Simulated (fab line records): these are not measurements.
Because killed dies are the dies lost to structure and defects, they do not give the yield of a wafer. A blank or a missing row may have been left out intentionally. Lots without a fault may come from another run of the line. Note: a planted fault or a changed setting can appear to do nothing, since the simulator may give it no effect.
The tool behind it: which one?	flow gf180mcu	36 wafers sampled from 12 lots at 1 step of a route of 602

## WHAT THE GAUGES READ, wafer by wafer
GF_STI_BOW_MEAS_00.
lot	measured	on	INCOMING_BOW (um)
L075	day 1 15:00	film-metro-03	-10 2 3
L077	day 2 01:01	film-metro-04	8 10 0
L079	day 2 11:01	film-metro-03	-4 1 -3
L081	day 2 21:01	film-metro-03	-1 -2 0
L083	day 3 07:01	film-metro-01	-4 15 -1
L085	day 3 17:00	film-metro-04	-1 -7 -3
L087	day 4 03:01	film-metro-01	1 9 4
L089	day 4 13:00	film-metro-03	8 2 4
L091	day 4 23:00	film-metro-03	0 14 -7
L093	day 5 09:01	film-metro-03	-3 3 -2
L095	day 5 19:00	film-metro-04	-3 0 9
L097	day 6 05:00	film-metro-01	-10 5 -5

## WHAT TOOL EACH LOT RAN ON (gives the tool, then ch and the chambers of the sampled wafers, and finally the start)
The record shows no process step preceding these readings.

## THE ANSWER, worked out from the rows above alone
Rule: what is usual is taken from the lots themselves. Put in order of their means at a reading, lots are off if they are a third of the lots or fewer, leave a main group of 4 or more, and stand apart from it by a gap of 3 or more times the standard deviation of the main group's means; of several such gaps the widest counts. A main group whose means are all the same, to the digits that the tables above print for the reading, isn't used. Also off: a lot with no number at a reading for which 4 or more lots have one. The other lots that the step has rows for count as sound.
Nothing can be told from this: no lot is off at any reading shown.

## WHAT THE SIMULATOR HAD INSERTED
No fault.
